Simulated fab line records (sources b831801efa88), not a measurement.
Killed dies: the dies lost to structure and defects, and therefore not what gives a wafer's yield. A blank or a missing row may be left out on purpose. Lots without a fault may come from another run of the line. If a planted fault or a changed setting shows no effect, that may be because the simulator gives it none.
fab line records	flow sky130
record lots=6	wafers=18	last_day=51
route steps=708 shown CONTACT@422 METAL1@434 PAD_OPEN@708
lots that met no fault: taken from a fault-free run of the same line
start_h: hours from the record's first day to the start of the lot's first wafer shown	wait_h: hours since the lot's step before	" the same as in the row above	L1.1+2: a row that stands for several wafers	- no value, or no start was given	* or withheld: withheld	< > ~ a bound
route shown NAME@n: a module of which the file shows steps, and the number in the route of the first	usual: average and standard deviation across the fault-free wafers	same: alike in all rows	chamber/n: place in a boat	sites: readings site by site	_std_site: the standard deviation of these	_edge_site: outer sites' mean less inner sites'	radius_mm: how far each site lies from the wafer's centre	mask NAME#n: copy n	behind: the tool/chamber that last shaped the wafer	hold: what put the lot on hold/how long, in hours/how the hold closed	device: transistor that didn't switch, given as n, p or np	end of line: the route-end tests of the same wafers	step lacking rows: just its recipe	killed: at the first sort, the dies lost to defects and structure; wafer yield is something else	map: shows each die of a wafer: x if killed, . if not, _ if none is there
set.NAME: the setting as run; set.NAME@STEP: as run at that earlier step	model.NAME: the simulator's own value behind a step, which no gauge read
lots at selected steps of the route; one table per step, one row per wafer
services: when a tool's chamber went out of use (start_h, in hours from the record's first day, below 0 if earlier), for how many hours, and the reason
## steps
# step SKY_CONTACT_ETCH_16
# recipe chemistry=N2/H2	target=BARC	ion_energy_ev=200	source_w=500	bias_w=100	pressure_mtorr=30	n2_flow_sccm=100	h2_flow_sccm=200	stop_on=SiO2	time_s=45.9	target_depth_a=600
# usual drypump_motor_current_A=5.7/0.4	oes_product_au=0.855/0.0046	throttle_valve_pct=13.226/0.0089
lot.wafer	tool	chamber	start_h	wait_h	drypump_motor_current_A	oes_product_au	rf_hours_counter_h	throttle_valve_pct
L615.1	rie_diel-04	1	796.87	0.0	5.8	0.858	23	13.221
L615.2	"	2	"	"	5.5	0.853	19	13.212
L615.3	"	3	"	"	6.2	0.848	15	13.235
L619.1	rie_diel-04	0	826.87	0.0	5.4	0.850	8	13.223
L619.3	"	1	"	"	5.8	0.855	24	13.228
L619.5	"	3	"	"	6.1	0.855	-	13.219
L627.1	rie_diel-04	1	882.07	0.0	5.8	0.854	25	13.221
L627.2	"	3	"	"	6.2	0.849	17	13.220
L627.3	"	0	"	"	5.3	0.855	9	13.228
L628.1	rie_diel-01	1	888.81	0.0	4.9	0.864	13	13.219
L628.4	"	3	"	"	5.9	0.854	24	13.231
L628.5	"	0	"	"	5.8	0.858	-	13.219
L629.1	rie_diel-01	0	890.22	0.0	5.8	0.847	14	13.234
L629.2	"	2	"	"	5.5	0.863	3	13.226
L629.3	"	1	"	"	4.9	0.857	13	13.221
L633.1	rie_diel-02	3	924.07	0.0	6.1	0.858	11	13.217
L633.3	"	2	"	"	6.5	0.855	3	13.229
L633.6	"	1	"	"	5.5	0.854	-	13.223
# step SKY_CONTACT_ETCH_17
# recipe target=SiO2	chemistry=C4F8/O2/Ar	stop_on=Si3N4	mask_material=KrF-thick	source_w=1500	bias_w=1200	pressure_mtorr=40	c4f8_flow_sccm=withheld	O2_flow_sccm=6	Ar_flow_sccm=300	time_s=withheld	target_depth_a=3400
# usual oes_product_au=0.891/0.0042
lot.wafer	tool	chamber	start_h	wait_h	oes_product_au
L615.1	rie_diel-04	1	796.91	0.0	0.891
L615.2	"	2	"	"	0.896
L615.3	"	3	"	"	0.892
L619.1	rie_diel-04	0	826.91	0.0	0.893
L619.3	"	1	"	"	0.895
L619.5	"	3	"	"	0.890
L627.1	rie_diel-04	1	882.11	0.0	0.904
L627.2	"	3	"	"	0.888
L627.3	"	0	"	"	0.898
L628.1	rie_diel-01	1	888.86	0.0	0.893
L628.4	"	3	"	"	0.892
L628.5	"	0	"	"	0.891
L629.1	rie_diel-01	0	890.26	0.0	0.888
L629.2	"	2	"	"	0.899
L629.3	"	1	"	"	0.894
L633.1	rie_diel-02	3	924.12	0.0	0.895
L633.3	"	2	"	"	0.891
L633.6	"	1	"	"	0.891
# step SKY_CONTACT_ETCH_18
# recipe target=Si3N4	chemistry=CHF3/O2	stop_on=TiN	source_w=600	bias_w=204.6	pressure_mtorr=40	chf3_flow_sccm=50	O2_flow_sccm=5	time_s=39	target_depth_a=750
# step SKY_CONTACT_STRIP_19
# recipe chemistry=O2/N2	power_w=1400	pressure_mtorr=1500	platen_temp_c=withheld	o2_flow_sccm=3000	n2_flow_sccm=300	overash_fraction=0.5
# step SKY_CONTACT_STRIP_20
# recipe chemistry=post_etch_residue_remover	time_s=1200	temp_c=72.5
# step SKY_CONTACT_CLEAN_21
# recipe chemistry=IPA	time_s=180	temp_c=25
# step SKY_CONTACT_CLEAN_22
# recipe chemistry=O3/DIW	dry=n2_spin
# step SKY_CONTACT_SPUTTER_23
# recipe material=TiN	target_thk_nm=20	chamber_pressure_pa=5	power_w=4000	time_s=80
# usual cathode_dc_power_W=4000.1/0.71	throttle_valve_pct=29.8/0.82
lot.wafer	tool	chamber	start_h	wait_h	cathode_dc_power_W	throttle_valve_pct
L615.1	pvd_sputter-03	-	797.60	0.0	3999.4	29.7
L615.2	"	-	"	"	3999.5	29.7
L615.3	"	-	"	"	4000.2	30.6
L619.1	pvd_sputter-03	-	827.60	0.0	4000.8	29.4
L619.3	"	-	"	"	4000.5	30.9
L619.5	"	-	"	"	4000.0	29.7
L627.1	pvd_sputter-04	-	882.87	0.0	3999.0	30.4
L627.2	"	-	"	"	4000.3	30.8
L627.3	"	-	"	"	4000.0	28.7
L628.1	pvd_sputter-01	-	889.62	0.0	4000.2	28.5
L628.4	"	-	"	"	3999.9	29.1
L628.5	"	-	"	"	3999.8	31.3
L629.1	pvd_sputter-03	-	891.02	0.0	4001.0	30.2
L629.2	"	-	"	"	3999.7	30.8
L629.3	"	-	"	"	3999.8	29.7
L633.1	pvd_sputter-01	-	924.83	0.0	4000.2	28.6
L633.3	"	-	"	"	4000.2	28.6
L633.6	"	-	"	"	4000.5	28.8
# step SKY_CONTACT_CVD_24
# recipe material=W	target_thk_nm=340	time_s=102.12	temp_c=400	pressure_torr=40
# usual heater_power_w=892/82
lot.wafer	tool	chamber	start_h	wait_h	heater_power_w
L615.1	cvd_w-02	1	797.66	0.0	920
L615.2	"	0	"	"	1031
L615.3	"	1	"	"	926
L619.1	cvd_w-01	1	827.66	0.0	777
L619.3	"	0	"	"	932
L619.5	"	0	"	"	922
L627.1	cvd_w-02	1	882.93	0.0	911
L627.2	"	0	"	"	1020
L627.3	"	1	"	"	962
L628.1	cvd_w-01	1	889.69	0.0	781
L628.4	"	0	"	"	884
L628.5	"	1	"	"	756
L629.1	cvd_w-01	0	891.08	0.0	898
L629.2	"	1	"	"	782
L629.3	"	0	"	"	933
L633.1	cvd_w-01	0	924.90	0.0	906
L633.3	"	0	"	"	920
L633.6	"	0	"	"	922
# step SKY_CONTACT_RS_MEAS_25
# recipe thk_meas_gauge=four-point-probe	reads=W_of_CONTACT_CVD_24+TiN_of_CONTACT_SPUTTER_23
# usual CONTACT_W_RS=0.337/0.0037
lot.wafer	tool	chamber	start_h	wait_h	CONTACT_W_RS[ohm/sq]
L615.1	film_metro-02	-	797.77	0.1	0.336
L615.2	"	-	"	"	0.337
L615.3	"	-	"	"	0.334
L619.1	film_metro-02	-	827.77	0.1	0.343
L619.3	"	-	"	"	0.339
L619.5	"	-	"	"	0.341
L627.1	film_metro-04	-	883.04	0.1	0.330
L627.2	"	-	"	"	0.334
L627.3	"	-	"	"	0.333
L628.1	film_metro-04	-	889.80	0.1	0.344
L628.4	"	-	"	"	0.341
L628.5	"	-	"	"	0.344
L629.1	film_metro-04	-	891.19	0.1	0.334
L629.2	"	-	"	"	0.341
L629.3	"	-	"	"	0.337
L633.1	film_metro-04	-	925.01	0.1	0.334
L633.3	"	-	"	"	0.332
L633.6	"	-	"	"	0.331
# step SKY_CONTACT_THK_MEAS_26
# recipe thk_meas_gauge=xrf	reads=W_of_CONTACT_CVD_24
# usual CONTACT_W_THK=326/4.9
lot.wafer	tool	chamber	start_h	wait_h	CONTACT_W_THK[nm]
L615.1	film_metro-02	-	797.89	0.1	320
L615.2	"	-	"	"	322
L615.3	"	-	"	"	324
L619.1	film_metro-02	-	827.89	0.1	321
L619.3	"	-	"	"	324
L619.5	"	-	"	"	319
L627.1	film_metro-04	-	883.16	0.1	331
L627.2	"	-	"	"	327
L627.3	"	-	"	"	327
L628.1	film_metro-04	-	889.92	0.1	317
L628.4	"	-	"	"	320
L628.5	"	-	"	"	316
L629.1	film_metro-04	-	891.31	0.1	324
L629.2	"	-	"	"	318
L629.3	"	-	"	"	320
L633.1	film_metro-04	-	925.13	0.1	326
L633.3	"	-	"	"	327
L633.6	"	-	"	"	328
# step SKY_CONTACT_CMP_27
# recipe stop_on=SiO2	t_overpolish_s=15	down_force_psi=3.5	platen_rpm=60	target_thk_nm=0	pad_velocity_m_s=0.94248
# step SKY_METAL1_SPUTTER_00
# recipe material=Ti	target_thk_nm=15	power_w=3000	time_s=10	chamber_pressure_pa=0.4
# usual cathode_dc_power_W=3000.0/0.5	throttle_valve_pct=30.0/0.73
lot.wafer	tool	chamber	start_h	wait_h	cathode_dc_power_W	throttle_valve_pct	model.Ti_of_METAL1_SPUTTER_00.thk_nm
L615.1	pvd_sputter-02	-	798.25	0.2	2999.7	30.8	14.86
L615.2	"	-	"	"	2999.2	29.9	15.1
L615.3	"	-	"	"	2999.5	29.7	15.05
L619.1	pvd_sputter-04	-	828.27	0.1	3000.5	28.5	14.79
L619.3	"	-	"	"	2999.1	30.7	15.01
L619.5	"	-	"	"	3000.6	30.3	14.77
L627.1	pvd_sputter-04	-	883.68	0.1	2999.9	30.8	18.07
L627.2	"	-	"	"	3000.7	28.6	14.94
L627.3	"	-	"	"	2999.7	30.3	14.87
L628.1	pvd_sputter-04	-	890.28	0.1	3000.2	30.2	15.02
L628.4	"	-	"	"	2999.7	30.3	14.8
L628.5	"	-	"	"	2999.7	30.7	18.21
L629.1	pvd_sputter-03	-	891.67	0.1	2999.9	29.6	14.84
L629.2	"	-	"	"	2999.8	30.8	15.02
L629.3	"	-	"	"	3000.6	30.1	14.92
L633.1	pvd_sputter-03	-	925.49	0.2	3000.9	29.7	14.98
L633.3	"	-	"	"	3000.4	29.9	14.99
L633.6	"	-	"	"	2999.7	29.8	14.95
# step SKY_METAL1_SPUTTER_01
# recipe material=TiN	target_thk_nm=20	power_w=6500	time_s=16.7	chamber_pressure_pa=0.4
# usual cathode_dc_power_W=6500.0/1.1	throttle_valve_pct=30.0/0.74
lot.wafer	tool	chamber	start_h	wait_h	cathode_dc_power_W	throttle_valve_pct
L615.1	pvd_sputter-02	-	798.27	0.0	6499.2	31.2
L615.2	"	-	"	"	6499.8	30.2
L615.3	"	-	"	"	6498.7	29.9
L619.1	pvd_sputter-04	-	828.29	0.0	6500.6	28.3
L619.3	"	-	"	"	6499.4	31.1
L619.5	"	-	"	"	6500.6	30.5
L627.1	pvd_sputter-04	-	883.70	0.0	6499.3	30.9
L627.2	"	-	"	"	6499.6	28.5
L627.3	"	-	"	"	6500.1	30.5
L628.1	pvd_sputter-04	-	890.30	0.0	6502.6	30.2
L628.4	"	-	"	"	6498.6	30.1
L628.5	"	-	"	"	6499.3	30.6
L629.1	pvd_sputter-03	-	891.69	0.0	6501.1	29.5
L629.2	"	-	"	"	6499.0	31.3
L629.3	"	-	"	"	6498.9	30.1
L633.1	pvd_sputter-03	-	925.51	0.0	6500.5	29.8
L633.3	"	-	"	"	6498.6	29.7
L633.6	"	-	"	"	6498.6	30.0
# step SKY_PAD_OPEN_PROBE_99
# usual defect_limited_yield=82.8/2	killed_at_M0_to_M3=43/6.8	killed_at_M4_up=3.3/1.9	killed_at_contacts=24/5.3	killed_at_front_end=14/4.3	killed_at_other=0.3/0.62	killed_dies=85/9.8	killed_open=46/8	killed_short=39/5.9	sort_bin_3_pad_short=0.8/0.39	sort_bin_5_function=10.2/1.5	sort_bin_6_memory=6.2/1.2	sort_n_pass=407/9.8	sort_yield_pct=82.8/2
# same gross_dies=492	killed_at_back_side=0	sort_bin_4_leakage[%]=0	sort_bin_8_speed[%]=0
lot.wafer	tool	chamber	start_h	wait_h	defect_limited_yield[%]	killed_at_M0_to_M3	killed_at_M4_up	killed_at_contacts	killed_at_front_end	killed_at_other	killed_dies	killed_open	killed_short	sort_bin_3_pad_short[%]	sort_bin_5_function[%]	sort_bin_6_memory[%]	sort_n_pass	sort_yield_pct[%]
L615.1	prober-01	-	1134.21	0.1	86.4	36	3	22	6	0	67	40	27	0.4	8.9	4.3	425	86.4
L615.2	prober-01	-	1134.26	0.1	85.8	42	1	21	6	0	70	35	35	1.0	8.1	5.1	422	85.8
L615.3	prober-01	-	1134.31	0.2	81.9	42	5	30	12	0	89	50	39	1.2	9.3	7.5	403	81.9
L619.1	prober-01	-	1155.93	0.1	81.9	52	6	22	9	0	89	51	38	1.4	10.0	6.7	403	81.9
L619.3	prober-01	-	1156.03	0.2	81.9	55	6	18	10	0	89	49	40	0.6	10.2	7.3	403	81.9
L619.5	prober-01	-	1156.13	0.2	83.5	35	5	20	20	1	81	40	41	0.4	8.1	7.9	411	83.5
L627.1	prober-01	-	1192.93	0.1	87.8	32	1	18	9	0	60	42	18	0.6	6.5	5.1	432	87.8
L627.2	prober-01	-	1192.98	0.1	80.3	49	4	26	17	1	97	54	43	1.0	11.6	7.1	395	80.3
L627.3	prober-01	-	1193.03	0.2	83.9	43	5	18	13	0	79	42	37	0.4	10.2	5.5	413	83.9
L628.1	prober-02	-	1198.11	0.1	82.1	35	6	34	13	0	88	55	33	0.8	10.6	6.5	404	82.1
L628.4	prober-02	-	1198.26	0.2	84.3	40	6	22	9	0	77	33	44	0.4	8.1	7.1	415	84.3
L628.5	prober-02	-	1198.31	0.2	83.3	47	3	18	13	1	82	49	33	0.4	9.3	6.9	410	83.3
L629.1	prober-01	-	1198.97	0.1	81.9	52	1	24	12	0	89	46	43	0.6	10.2	7.3	403	81.9
L629.2	prober-01	-	1199.02	0.1	82.9	45	4	18	16	1	84	35	49	2.2	8.3	6.5	408	82.9
L629.3	prober-01	-	1199.07	0.2	83.1	40	2	26	15	0	83	48	35	1.0	11.2	4.7	409	83.1
L633.1	prober-01	-	1220.17	0.1	84.3	34	4	20	19	0	77	38	39	0.8	8.3	6.5	415	84.3
L633.3	prober-01	-	1220.27	0.2	86.4	38	3	17	9	0	67	36	31	0.8	8.1	4.7	425	86.4
L633.6	prober-01	-	1220.42	0.2	85.6	40	4	16	11	0	71	36	35	1.4	7.9	5.1	421	85.6
# killed by level:class
L615.1 VIA1:geometric_particle:open=13 LI_CONTACT:geometric_particle:open=9 CONTACT:geometric_particle:open=5 VIA3:geometric_particle:short=5 CONTACT:geometric_particle:short=4 METAL1:geometric_particle:short=4 VIA2:geometric_particle:open=4 VIA2:geometric_particle:short=3
L615.2 VIA1:geometric_particle:open=13 METAL1:geometric_particle:short=7 CONTACT:geometric_particle:open=7 METAL2:geometric_particle:short=6 VIA1:geometric_particle:short=5 VIA2:geometric_particle:open=5 CONTACT:geometric_particle:short=4 LI_CONTACT:geometric_particle:short=3
L615.3 VIA1:geometric_particle:open=11 LI_CONTACT:geometric_particle:open=10 VIA3:geometric_particle:open=8 CONTACT:geometric_particle:short=7 LOCAL_INTERCONNECT:geometric_particle:short=5 METAL2:geometric_particle:short=5 LI_CONTACT:geometric_particle:short=4 POLY_GATE:geometric_particle:short=4
L619.1 VIA3:geometric_particle:open=12 METAL2:geometric_particle:short=9 CONTACT:geometric_particle:open=9 LI_CONTACT:geometric_particle:open=8 VIA1:geometric_particle:open=8 VIA2:geometric_particle:open=6 METAL1:geometric_particle:short=5 VIA2:geometric_particle:short=4
L619.3 CONTACT:geometric_particle:open=11 VIA3:geometric_particle:open=10 VIA1:geometric_particle:open=9 VIA1:geometric_particle:short=9 METAL2:geometric_particle:short=6 FIELD_ISO:geometric_particle:short=5 METAL4:geometric_particle:short=4 VIA2:geometric_particle:open=4
L619.5 VIA3:geometric_particle:open=10 FIELD_ISO:geometric_particle:short=6 LI_CONTACT:geometric_particle:open=6 LOCAL_INTERCONNECT:geometric_particle:short=6 VIA1:geometric_particle:open=6 CONTACT:geometric_particle:open=5 VIA3:geometric_particle:short=5 METAL4:geometric_particle:short=4
L627.1 VIA1:geometric_particle:open=10 CONTACT:geometric_particle:open=9 LI_CONTACT:geometric_particle:open=6 VIA2:geometric_particle:open=4 VIA3:geometric_particle:open=4 POLY_GATE:geometric_particle:open=3 SPACER:geometric_particle:open=3 METAL3:geometric_particle:short=3
L627.2 CONTACT:geometric_particle:open=10 VIA1:geometric_particle:open=10 VIA1:geometric_particle:short=8 VIA3:geometric_particle:open=8 FIELD_ISO:geometric_particle:open=6 LOCAL_INTERCONNECT:geometric_particle:short=6 CONTACT:geometric_particle:short=6 POLY_GATE:geometric_particle:open=5
L627.3 VIA1:geometric_particle:open=12 LI_CONTACT:geometric_particle:open=8 FIELD_ISO:geometric_particle:short=6 METAL2:geometric_particle:short=6 CONTACT:geometric_particle:open=5 METAL1:geometric_particle:short=5 VIA3:geometric_particle:open=5 VIA2:geometric_particle:open=5
L628.1 CONTACT:geometric_particle:open=15 LI_CONTACT:geometric_particle:open=11 VIA1:geometric_particle:open=8 VIA2:geometric_particle:open=6 VIA1:geometric_particle:short=5 VIA3:geometric_particle:open=5 SPACER:geometric_particle:open=4 CONTACT:geometric_particle:short=4
L628.4 METAL1:geometric_particle:short=9 METAL2:geometric_particle:short=7 LOCAL_INTERCONNECT:geometric_particle:short=6 CONTACT:geometric_particle:open=6 VIA2:geometric_particle:open=6 POLY_GATE:geometric_particle:short=5 LI_CONTACT:geometric_particle:open=5 VIA1:geometric_particle:open=5
L628.5 VIA1:geometric_particle:open=13 CONTACT:geometric_particle:open=8 VIA3:geometric_particle:open=7 VIA2:geometric_particle:open=6 POLY_GATE:geometric_particle:open=4 CONTACT:geometric_particle:short=4 METAL2:geometric_particle:short=4 VIA3:geometric_particle:short=4
L629.1 METAL2:geometric_particle:short=11 VIA1:geometric_particle:open=11 CONTACT:geometric_particle:open=8 LOCAL_INTERCONNECT:geometric_particle:short=8 VIA2:geometric_particle:open=8 METAL1:geometric_particle:short=6 VIA2:geometric_particle:short=5 LI_CONTACT:geometric_particle:open=4
L629.2 METAL1:geometric_particle:short=10 VIA1:geometric_particle:short=8 VIA1:geometric_particle:open=8 CONTACT:geometric_particle:open=6 METAL2:geometric_particle:short=6 FIELD_ISO:geometric_particle:short=5 POLY_CUT:geometric_particle:open=4 LI_CONTACT:geometric_particle:short=3
L629.3 VIA2:geometric_particle:open=11 CONTACT:geometric_particle:open=8 LI_CONTACT:geometric_particle:open=7 POLY_GATE:geometric_particle:open=6 VIA3:geometric_particle:open=6 METAL2:geometric_particle:short=5 CONTACT:geometric_particle:short=5 VIA1:geometric_particle:open=5
L633.1 CONTACT:geometric_particle:open=9 VIA1:geometric_particle:open=8 POLY_GATE:geometric_particle:short=7 METAL1:geometric_particle:short=7 LI_CONTACT:geometric_particle:open=4 POLY_GATE:geometric_particle:open=4 SPACER:geometric_particle:short=4 VIA3:geometric_particle:open=3
L633.3 VIA1:geometric_particle:open=9 METAL1:geometric_particle:short=6 LOCAL_INTERCONNECT:geometric_particle:short=5 CONTACT:geometric_particle:open=5 POLY_GATE:geometric_particle:open=4 LI_CONTACT:geometric_particle:open=4 VIA2:geometric_particle:open=4 METAL2:geometric_particle:short=4
L633.6 VIA1:geometric_particle:open=9 CONTACT:geometric_particle:open=7 METAL1:geometric_particle:short=7 FIELD_ISO:geometric_particle:short=6 VIA3:geometric_particle:open=6 VIA2:geometric_particle:open=5 CONTACT:geometric_particle:short=4 METAL2:geometric_particle:short=4
## services
tool	chamber	start_h	hours	kind
rie_diel-01	2	773.69	-	clean
rie_diel-01	2	773.69	17.8	scheduled_down
rie_diel-01	2	773.69	17.8	vent_cycle
pvd_sputter-02	-	792.20	2.2	repair
pvd_sputter-04	-	805.07	0.9	repair
rie_diel-02	2	807.78	-	clean
rie_diel-02	2	807.78	17.8	scheduled_down
rie_diel-02	2	807.78	17.8	vent_cycle
cvd_w-01	-	811.08	2.8	pm
rie_diel-01	-	814.32	1.2	repair
pvd_sputter-01	3	832.59	-	consumable_replace:kit
pvd_sputter-01	3	832.59	18.0	scheduled_down
rie_diel-02	3	841.46	3.8	repair
rie_diel-01	-	850.39	0.8	repair
cvd_w-02	-	853.57	6.0	pm
pvd_sputter-01	-	855.76	1.4	repair
pvd_sputter-02	-	863.18	4.3	repair
rie_diel-02	-	865.08	0.2	repair
cvd_w-02	1	869.81	5.5	repair
pvd_sputter-04	0	875.01	-	consumable_replace:kit
pvd_sputter-04	0	875.01	18.0	scheduled_down
pvd_sputter-04	0	875.01	18.0	vent_cycle
cvd_w-02	-	904.00	14.0	pm
rie_diel-01	3	924.23	2.2	repair
## key
first_sign none at tools or gauges
model_effect step=SKY_METAL1_SPUTTER_00	value=Ti_of_METAL1_SPUTTER_00.thk_nm	without=15.05	struck=18.14
met_at SKY_METAL1_SPUTTER_00
struck_wafers L627.1,L628.5
onset_between 828.27 883.68
fault kind=process_parameter_drift	tool=pvd_sputter-04	chamber=-	onset_h=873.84	steps=SKY_METAL1_SPUTTER_00	channel=time_s	offset=*	shape=step	end_h=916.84	acts_in=*	stated=*	scope=struck_wafers_only
